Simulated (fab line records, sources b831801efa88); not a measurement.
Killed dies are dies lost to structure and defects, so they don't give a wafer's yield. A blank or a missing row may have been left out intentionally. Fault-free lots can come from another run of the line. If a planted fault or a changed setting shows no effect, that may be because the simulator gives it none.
fab line records	flow sky130
record lots=7	wafers=21	last_day=50
route steps=708 shown PWDE@53 NWELL@56 PAD_OPEN@708
lots with no fault: from the same line, run without faults
start_h: start of the lot's first displayed wafer, in hours after the record's first day	wait_h: time in hours since the lot's previous step	" as in the row above	L1.1+2: one row covering several wafers at once	- no value, or no start given	* or withheld: withheld	< > ~ a bound
route shown NAME@n: names a module that has steps shown in the file, with the first one's number in the route	usual: the fault-free wafers' mean and standard deviation	same: alike in all rows	chamber/n: place in a boat	sites: readings site by site	_std_site: their standard deviation	_edge_site: inner sites' mean taken away from outer sites' mean	radius_mm: for every site, how far away it sits from the centre of the wafer	mask NAME#n: copy n	behind: the tool/chamber that last shaped the wafer	hold: why the lot was held/for how many hours/how that ended	device: whichever transistor did not switch (one of n, p or np)	end of line: tests run on the same wafers once the route is complete	a step with no rows: only its recipe	killed: at the first sort, the dies lost to defects and structure; wafer yield is something else	map: a wafer's dies, x killed, . not, _ none there
set.NAME: the setting as run; set.NAME@STEP: as run at that earlier step	model.NAME: the simulator's own value behind a step, which no gauge read
lots at selected steps of the route; one table per step, one row per wafer
services: when a tool's chamber went out of use (start_h, in hours from the record's first day, below 0 if earlier), for how many hours, and the reason
## steps
# step SKY_PWDE_IMPLANT_08
# recipe species=B	energy_kev=150	dose_cm2=3.6e+12	tilt_deg=withheld
# step SKY_PWDE_STRIP_09
# recipe chemistry=O2/N2	power_w=1400	pressure_mtorr=1500	platen_temp_c=withheld	o2_flow_sccm=3000	n2_flow_sccm=300	overash_fraction=0.5
# usual drypump_motor_current_A=5.9/0.41	oes_product_au=0.723/0.0046	strip_time_to_endpoint_s=36.89/0.1
lot.wafer	tool	chamber	start_h	wait_h	drypump_motor_current_A	oes_product_au	rf_hours_counter_h	strip_time_to_endpoint_s
L586.2	plasma_asher-03	1	97.10	0.1	5.3	0.722	40	37.13
L586.3	"	0	"	"	5.7	0.725	-	37.08
L586.4	"	1	"	"	5.3	0.716	-	37.12
L588.1	plasma_asher-02	1	108.84	0.1	6.3	0.729	29	36.75
L588.3	"	0	"	"	6.4	0.728	-	36.74
L588.4	"	1	"	"	6.3	0.722	-	36.81
L594.1	plasma_asher-03	1	143.76	0.1	5.3	0.722	3	36.84
L594.4	"	0	"	"	5.7	0.723	-	36.85
L594.5	"	0	"	"	5.7	0.723	-	36.86
L597.2	plasma_asher-03	0	161.04	0.1	5.8	0.721	4	36.98
L597.4	"	1	"	"	5.3	0.729	-	36.98
L597.5	"	0	"	"	5.8	0.731	-	36.95
L598.1	plasma_asher-02	0	171.60	0.1	6.4	0.724	36	37.05
L598.5	"	0	"	"	6.4	0.725	-	37.03
L598.6	"	1	"	"	6.3	0.725	-	37.22
L599.1	plasma_asher-01	0	174.56	0.1	5.4	0.717	46	36.78
L599.4	"	0	"	"	5.4	0.728	-	36.82
L599.6	"	1	"	"	5.9	0.725	-	36.71
L604.2	plasma_asher-01	1	213.29	0.1	5.9	0.727	50	36.92
L604.3	"	0	"	"	5.4	0.720	-	37.03
L604.5	"	1	"	"	5.9	0.730	-	36.85
# step SKY_PWDE_TW_MEAS_10
# usual PWDE_TW=375/3.2
lot.wafer	tool	chamber	start_h	wait_h	PWDE_TW
L586.2	film_metro-01	-	97.21	0.1	374
L586.3	"	-	"	"	372
L586.4	"	-	"	"	371
L588.1	film_metro-01	-	108.94	0.1	374
L588.3	"	-	"	"	376
L588.4	"	-	"	"	375
L594.1	film_metro-01	-	143.86	0.1	376
L594.4	"	-	"	"	372
L594.5	"	-	"	"	375
L597.2	film_metro-03	-	161.15	0.1	373
L597.4	"	-	"	"	373
L597.5	"	-	"	"	374
L598.1	film_metro-02	-	171.70	0.1	381
L598.5	"	-	"	"	381
L598.6	"	-	"	"	382
L599.1	film_metro-01	-	174.66	0.1	375
L599.4	"	-	"	"	373
L599.6	"	-	"	"	373
L604.2	film_metro-02	-	213.40	0.1	379
L604.3	"	-	"	"	381
L604.5	"	-	"	"	380
# step SKY_NWELL_DEHYDRATE_03
# recipe temp_c=200	time_s=60
# step SKY_NWELL_HMDS_04
# recipe prime_time_s=60	prime_temp_c=120
# step SKY_NWELL_COAT_05
# recipe spin_rpm=2000	resist_thk_nm=3000
# step SKY_NWELL_SOFTBAKE_06
# recipe temp_c=110	time_s=withheld
# step SKY_NWELL_EXPOSE_07
# recipe mask_id=NWM	na=0.6	source_shape=conventional	sigma_outer=0.6	polarization=unpolarized	target_cd_nm=840	dose_mj=255
# step SKY_NWELL_PEB_08
# recipe temp_c=115	time_s=withheld
# step SKY_NWELL_DEVELOP_09
# recipe wall_angle_deg=90	developer=TMAH	develop_time_s=60	dev_temp_c=23
# step SKY_NWELL_OVL_MEAS_10
# usual NWELL_00_OVL=0.4/1.4
lot.wafer	tool	chamber	start_h	wait_h	NWELL_00_OVL[nm]
L586.2	overlay-02	-	115.72	-	0.3
L586.3	"	-	"	"	0.2
L586.4	"	-	"	"	0.8
L588.1	overlay-02	-	128.46	-	-3.7
L588.3	"	-	"	"	-2.3
L588.4	"	-	"	"	-2.6
L594.1	overlay-01	-	162.51	-	0.4
L594.4	"	-	"	"	1.9
L594.5	"	-	"	"	0.6
L597.2	overlay-02	-	180.57	-	1.2
L597.4	"	-	"	"	0.3
L597.5	"	-	"	"	1.6
L598.1	overlay-02	-	192.51	-	-0.9
L598.5	"	-	"	"	-0.9
L598.6	"	-	"	"	-1.3
L599.1	overlay-02	-	197.26	-	0.8
L599.4	"	-	"	"	-1.2
L599.6	"	-	"	"	-1.0
L604.2	overlay-01	-	236.86	-	0.3
L604.3	"	-	"	"	0.9
L604.5	"	-	"	"	-0.7
# step SKY_NWELL_IMPLANT_11
# recipe species=P	energy_kev=400	dose_cm2=1.9e+13	tilt_deg=withheld
# step SKY_NWELL_IMPLANT_12
# recipe species=P	energy_kev=120	dose_cm2=1.3e+12	tilt_deg=withheld
# usual beam_on_s=10.00/0.2	dose_ions_cm2=1.2997e+12/1.3e+09	faraday_current_uA=7.33/0.14
# same implant_ion_amu=31
lot.wafer	tool	chamber	start_h	wait_h	beam_on_s	dose_ions_cm2	faraday_current_uA
L586.2	implanter-01	0	115.93	0.1	10.14	1.2996e+12	7.22
L586.3	"	0	"	"	9.97	1.2991e+12	7.37
L586.4	"	0	"	"	10.05	1.2985e+12	7.29
L588.1	implanter-03	0	128.64	0.1	10.20	1.2987e+12	7.20
L588.3	"	0	"	"	9.69	1.2997e+12	7.55
L588.4	"	0	"	"	9.66	1.2994e+12	7.59
L594.1	implanter-01	0	162.70	0.1	10.00	1.4274e+12	8.10
L594.4	"	0	"	"	10.04	1.4277e+12	8.03
L594.5	"	0	"	"	9.83	1.4281e+12	8.21
L597.2	implanter-01	0	180.77	0.1	10.47	1.4299e+12	7.67
L597.4	"	0	"	"	9.84	1.4294e+12	8.17
L597.5	"	0	"	"	9.97	1.4306e+12	8.09
L598.1	implanter-01	0	192.69	0.1	9.99	1.4251e+12	8.03
L598.5	"	0	"	"	10.07	1.4264e+12	8.01
L598.6	"	0	"	"	10.13	1.4268e+12	7.94
L599.1	implanter-02	0	197.44	0.1	10.07	1.2988e+12	7.28
L599.4	"	0	"	"	9.96	1.2987e+12	7.40
L599.6	"	0	"	"	9.90	1.3018e+12	7.37
L604.2	implanter-03	0	237.07	0.1	10.14	1.3013e+12	7.20
L604.3	"	0	"	"	9.93	1.2999e+12	7.37
L604.5	"	0	"	"	10.47	1.2986e+12	7.03
# step SKY_NWELL_IMPLANT_13
# recipe species=P	energy_kev=50	dose_cm2=7e+11	tilt_deg=withheld
# step SKY_PAD_OPEN_PROBE_99
# usual killed_at_M0_to_M3=43/6.6	killed_at_M4_up=3.2/1.8	killed_at_contacts=24/5	killed_at_front_end=15/4.5	killed_at_other=0.2/0.46	killed_dies=86/8.8	killed_open=48/6.6	killed_short=38/6.1
# same gross_dies=492	killed_at_back_side=0
lot.wafer	tool	chamber	start_h	wait_h	killed_at_M0_to_M3	killed_at_M4_up	killed_at_contacts	killed_at_front_end	killed_at_other	killed_dies	killed_open	killed_short	model.etest.pfet_g5v0d10v5.off_log10_a_um	model.etest.pfet_01v8_lvt.off_log10_a_um	model.etest.pfet_g5v0d10v5.vt_sat_v	model.etest.pfet_16v.vt_v	model.etest.pfet_g5v0d10v5.vt_long_v	model.etest.pfet_01v8_lvt.vt_sat_v	model.etest.pfet_01v8_lvt.vt_v	model.etest.pfet_01v8_lvt.vt_long_v
L586.2	prober-01	-	1110.94	0.1	51	6	29	17	0	103	55	48	-12.83	-9.159	-0.6537	-1.109	-0.941	-0.4574	-0.547	-0.6659
L586.3	prober-01	-	1110.99	0.2	41	1	21	18	1	82	47	35	-12.77	-9.017	-0.6631	-1.107	-0.9373	-0.4572	-0.5498	-0.6663
L586.4	prober-01	-	1111.04	0.2	44	1	33	16	0	94	48	46	-12.74	-9.073	-0.6545	-1.114	-0.9459	-0.4581	-0.5478	-0.6651
L588.1	prober-01	-	1128.83	0.1	46	2	21	20	1	90	43	47	-12.21	-8.806	-0.6016	-1.081	-0.9188	-0.433	-0.5249	-0.6421
L588.3	prober-01	-	1128.93	0.2	34	4	23	18	1	80	43	37	-12.23	-8.647	-0.5911	-1.086	-0.9244	-0.4235	-0.5174	-0.6393
L588.4	prober-01	-	1128.98	0.2	39	3	15	16	0	73	42	31	-12.29	-8.896	-0.6168	-1.084	-0.9174	-0.4248	-0.5188	-0.6397
L597.2	prober-02	-	1180.48	0.1	44	0	25	7	0	76	46	30	-12.94	-9.343	-0.6693	-1.133	-0.9507	-0.4681	-0.554	-0.6713
L597.4	prober-02	-	1180.58	0.2	39	8	25	9	0	81	37	44	-12.88	-9.074	-0.673	-1.122	-0.9521	-0.4561	-0.5473	-0.6638
L597.5	prober-02	-	1180.63	0.2	49	5	21	14	0	89	52	37	-13.21	-9.061	-0.7093	-1.133	-0.9496	-0.4612	-0.5497	-0.6666
L598.1	prober-02	-	1184.81	0.1	40	2	36	13	0	91	56	35	-12.71	-9.201	-0.6446	-1.123	-0.9552	-0.4776	-0.5634	-0.6781
L598.5	prober-02	-	1185.01	0.2	39	0	24	9	0	72	44	28	-13.12	-9.206	-0.6945	-1.138	-0.9676	-0.4739	-0.5629	-0.6738
L598.6	prober-02	-	1185.06	0.2	39	3	25	19	0	86	50	36	-12.74	-9.215	-0.6438	-1.13	-0.9546	-0.4689	-0.5545	-0.6719
L599.1	prober-01	-	1185.81	0.1	53	3	22	11	1	90	55	35	-12.78	-8.956	-0.6516	-1.117	-0.944	-0.4467	-0.5355	-0.6508
L599.4	prober-01	-	1185.96	0.2	38	2	23	16	0	79	44	35	-12.87	-9.169	-0.6581	-1.113	-0.9402	-0.4444	-0.5335	-0.6523
L599.6	prober-01	-	1186.06	0.2	55	0	26	15	0	96	60	36	-12.9	-8.938	-0.6709	-1.122	-0.9486	-0.4483	-0.5381	-0.654
L604.2	prober-01	-	1211.18	0.1	38	1	19	19	1	78	43	35	-12.44	-8.789	-0.6192	-1.085	-0.9181	-0.4254	-0.5165	-0.6401
L604.3	prober-01	-	1211.23	0.2	38	2	24	21	0	85	41	44	-12.6	-8.816	-0.6351	-1.092	-0.9195	-0.4265	-0.5162	-0.6387
L604.5	prober-01	-	1211.33	0.2	38	6	21	16	0	81	39	42	-12.42	-8.776	-0.6008	-1.087	-0.914	-0.4295	-0.5194	-0.6413
# killed by level:class
L586.2 CONTACT:geometric_particle:open=13 VIA2:geometric_particle:open=11 VIA1:geometric_particle:open=10 FIELD_ISO:geometric_particle:short=9 METAL1:geometric_particle:short=7 LI_CONTACT:geometric_particle:open=6 CONTACT:geometric_particle:short=6 VIA3:geometric_particle:open=6
L586.3 VIA1:geometric_particle:open=13 CONTACT:geometric_particle:open=8 FIELD_ISO:geometric_particle:short=7 VIA1:geometric_particle:short=7 LI_CONTACT:geometric_particle:open=5 VIA2:geometric_particle:open=5 METAL1:geometric_particle:short=5 SPACER:geometric_particle:open=4
L586.4 CONTACT:geometric_particle:open=11 VIA2:geometric_particle:open=10 CONTACT:geometric_particle:short=9 FIELD_ISO:geometric_particle:open=7 LI_CONTACT:geometric_particle:open=7 METAL2:geometric_particle:short=6 VIA2:geometric_particle:short=5 LOCAL_INTERCONNECT:geometric_particle:short=5
L588.1 METAL2:geometric_particle:short=9 VIA1:geometric_particle:open=7 LI_CONTACT:geometric_particle:open=6 CONTACT:geometric_particle:open=6 VIA2:geometric_particle:open=6 FIELD_ISO:geometric_particle:open=5 POLY_GATE:geometric_particle:short=5 CONTACT:geometric_particle:short=5
L588.3 VIA1:geometric_particle:open=12 CONTACT:geometric_particle:open=11 FIELD_ISO:geometric_particle:short=8 CONTACT:geometric_particle:short=6 VIA2:geometric_particle:open=6 FIELD_ISO:geometric_particle:open=4 METAL1:geometric_particle:short=4 METAL4:geometric_particle:short=4
L588.4 VIA1:geometric_particle:open=10 FIELD_ISO:geometric_particle:open=6 VIA3:geometric_particle:open=4 POLY_GATE:geometric_particle:short=4 LI_CONTACT:geometric_particle:open=4 CONTACT:geometric_particle:open=4 METAL1:geometric_particle:short=4 METAL3:geometric_particle:short=4
L597.2 CONTACT:geometric_particle:open=11 VIA1:geometric_particle:short=11 VIA2:geometric_particle:open=11 VIA1:geometric_particle:open=8 LI_CONTACT:geometric_particle:open=5 LI_CONTACT:geometric_particle:short=5 VIA3:geometric_particle:open=5 METAL1:geometric_particle:short=4
L597.4 CONTACT:geometric_particle:open=8 CONTACT:geometric_particle:short=7 VIA1:geometric_particle:open=7 VIA3:geometric_particle:open=7 METAL4:geometric_particle:short=7 METAL2:geometric_particle:short=6 VIA2:geometric_particle:open=6 METAL1:geometric_particle:short=5
L597.5 VIA1:geometric_particle:open=12 VIA3:geometric_particle:open=9 LI_CONTACT:geometric_particle:open=8 CONTACT:geometric_particle:open=8 VIA1:geometric_particle:short=7 METAL1:geometric_particle:short=5 FIELD_ISO:geometric_particle:short=4 FIELD_ISO:geometric_particle:open=3
L598.1 CONTACT:geometric_particle:open=16 VIA3:geometric_particle:open=11 LI_CONTACT:geometric_particle:open=9 VIA1:geometric_particle:open=6 METAL2:geometric_particle:short=5 LI_CONTACT:geometric_particle:short=4 CONTACT:geometric_particle:short=4 LOCAL_INTERCONNECT:geometric_particle:short=3
L598.5 VIA1:geometric_particle:open=15 CONTACT:geometric_particle:open=8 LI_CONTACT:geometric_particle:open=7 CONTACT:geometric_particle:short=5 METAL1:geometric_particle:open=5 VIA1:geometric_particle:short=4 METAL2:geometric_particle:short=4 FIELD_ISO:geometric_particle:short=3
L598.6 VIA1:geometric_particle:open=12 CONTACT:geometric_particle:open=9 CONTACT:geometric_particle:short=7 LI_CONTACT:geometric_particle:open=6 VIA3:geometric_particle:open=5 FIELD_ISO:geometric_particle:open=4 POLY_GATE:geometric_particle:short=4 METAL2:geometric_particle:open=4
L599.1 VIA1:geometric_particle:open=14 CONTACT:geometric_particle:open=11 VIA2:geometric_particle:open=7 VIA3:geometric_particle:open=5 METAL1:geometric_particle:short=4 VIA3:geometric_particle:short=4 VIA1:geometric_particle:short=4 METAL2:geometric_particle:short=4
L599.4 VIA1:geometric_particle:open=12 CONTACT:geometric_particle:open=7 FIELD_ISO:geometric_particle:short=6 VIA2:geometric_particle:open=6 VIA3:geometric_particle:open=6 LOCAL_INTERCONNECT:geometric_particle:short=5 POLY_GATE:geometric_particle:short=4 LI_CONTACT:geometric_particle:open=4
L599.6 VIA1:geometric_particle:open=13 CONTACT:geometric_particle:open=12 VIA3:geometric_particle:open=12 VIA2:geometric_particle:open=11 CONTACT:geometric_particle:short=7 METAL1:geometric_particle:short=6 FIELD_ISO:geometric_particle:open=5 FIELD_ISO:geometric_particle:short=4
L604.2 VIA3:geometric_particle:open=10 VIA1:geometric_particle:open=7 POLY_CUT:geometric_particle:short=6 LI_CONTACT:geometric_particle:open=5 FIELD_ISO:geometric_particle:open=4 CONTACT:geometric_particle:open=4 METAL1:geometric_particle:short=4 FIELD_ISO:geometric_particle:short=3
L604.3 CONTACT:geometric_particle:open=9 POLY_GATE:geometric_particle:open=7 METAL1:geometric_particle:short=7 VIA1:geometric_particle:short=7 FIELD_ISO:geometric_particle:short=5 LOCAL_INTERCONNECT:geometric_particle:short=5 METAL2:geometric_particle:short=5 LI_CONTACT:geometric_particle:open=4
L604.5 VIA1:geometric_particle:open=14 CONTACT:geometric_particle:open=9 LOCAL_INTERCONNECT:geometric_particle:short=6 VIA1:geometric_particle:short=6 METAL4:geometric_particle:short=5 POLY_GATE:geometric_particle:short=4 POLY_GATE:geometric_particle:open=4 LI_CONTACT:geometric_particle:open=4
## services
tool	chamber	start_h	hours	kind
plasma_asher-03	-	108.75	9.0	pm
plasma_asher-03	0	108.75	9.0	vent_cycle
plasma_asher-03	1	108.75	9.0	vent_cycle
implanter-03	-	111.64	3.8	repair
plasma_asher-03	0	117.75	-	clean
plasma_asher-03	1	117.75	-	clean
implanter-01	-	149.30	3.6	pm
implanter-02	-	153.53	9.4	repair
implanter-02	-	153.93	1.7	repair
implanter-02	-	162.88	9.9	pm
implanter-01	-	168.70	4.5	repair
plasma_asher-03	-	190.67	2.8	pm
plasma_asher-01	-	222.69	14.6	pm
implanter-03	-	227.41	4.7	pm
plasma_asher-02	-	232.02	2.8	repair
## key
first_sign step=SKY_NWELL_IMPLANT_12	reading=dose_ions_cm2	direction=up	sigmas=99+	usual=*	struck=*
effect step=SKY_NWELL_IMPLANT_12	reading=faraday_current_uA	direction=up	sigmas=4.8	usual=7.33	struck=8.03
model_effect step=SKY_PAD_OPEN_PROBE_99	value=etest.pfet_g5v0d10v5.off_log10_a_um	without=-12.49	struck=-12.93
met_at SKY_NWELL_IMPLANT_12
struck_wafers L594.1,L594.4,L594.5,L597.2,L597.4,L597.5,L598.1,L598.5,L598.6
rows_end L594.1,L594.4,L594.5
tester_left_out L597,L598
onset_between 115.93 162.70
fault kind=process_parameter_drift	tool=implanter-01	chamber=-	onset_h=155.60	steps=SKY_NWELL_IMPLANT_12	channel=dose_cm2	offset=*	shape=step	end_h=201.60	acts_in=*	stated=*
# tester_left_out: of these lots the tester's yield and bins aren't shown, on N5 and GAA mostly nor the transistor test; their killed dies are dies lost to structure and defects alone, not to doping, threshold or leakage, so they don't give the yield
# rows_end: these wafers met a further fault down the route, and their rows from its step on are left out
